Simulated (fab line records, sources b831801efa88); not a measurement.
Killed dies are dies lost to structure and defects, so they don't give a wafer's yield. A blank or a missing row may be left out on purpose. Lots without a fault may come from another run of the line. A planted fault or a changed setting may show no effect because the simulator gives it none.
Chamber matching | flow sky130 | SKY_SPACER_ETCHBACK_02 on rie_diel-04: 4 sister chambers
The step etches Si3N4 in CH3F/O2, stops on SiO2, time 46.7 s, target depth 45 nm. 8 wafers are shown with their chamber, then 12 later ones without.

WAFERS WITH THEIR CHAMBER
wafer  | chamber | drypump_motor_current_A (A) | throttle_valve_pct (%)
L079.3 | 0       | 5.5                         | 10.573
L082.5 | 0       | 5.6                         | 10.561
L084.6 | 3       | 6.6                         | 10.569
L088.1 | 3       | 6.7                         | 10.568
L088.4 | 1       | 5.5                         | 10.557
L089.2 | 2       | 5.6                         | 10.568
L089.3 | 1       | 5.5                         | 10.562
L089.6 | 2       | 5.6                         | 10.552

WAFERS WITHOUT THEIR CHAMBER
wafer  | drypump_motor_current_A (A) | throttle_valve_pct (%)
L090.1 | 5.6                         | 10.544
L090.2 | 5.5                         | 10.589
L090.6 | 5.5                         | 10.552
L093.3 | 6.6                         | 10.575
L093.4 | 5.6                         | 10.556
L093.6 | 6.7                         | 10.569
L094.2 | 5.6                         | 10.567
L094.3 | 5.5                         | 10.563
L094.5 | 6.6                         | 10.560
L097.1 | 6.7                         | 10.583
L097.2 | 5.6                         | 10.554
L097.4 | 5.5                         | 10.567

WHICH CHAMBER EACH WENT THROUGH
wafer  | from the rows above          | in truth
L090.1 | can't be placed: 2 or 1 or 0 | 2
L090.2 | can't be placed: 0 or 1 or 2 | 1
L090.6 | can't be placed: 1 or 2 or 0 | 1
L093.3 | 3                            | 3
L093.4 | can't be placed: 2 or 0 or 1 | 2
L093.6 | 3                            | 3
L094.2 | can't be placed: 2 or 0 or 1 | 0
L094.3 | can't be placed: 1 or 0 or 2 | 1
L094.5 | 3                            | 3
L097.1 | 3                            | 3
L097.2 | can't be placed: 2 or 0 or 1 | 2
L097.4 | can't be placed: 0 or 1 or 2 | 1
Placed correctly: 4 of 12. Can't be placed from these rows: 8 (the true chamber is among the candidates in 8). Placed wrongly: 0.
How it was worked out, from the rows above alone: a wafer's distance from a chamber is the root of the sum, over the readings, of the square of ((its reading less the chamber's mean) divided by the reading's scatter). The wafer belongs to the nearest chamber; if the next one is less than 2 further off, it can't be placed. A chamber's mean is the mean of its shown wafers. The scatter: the root of (the sum of the squares of (reading less its chamber's mean) over the shown wafers, divided by (wafers less chambers)).
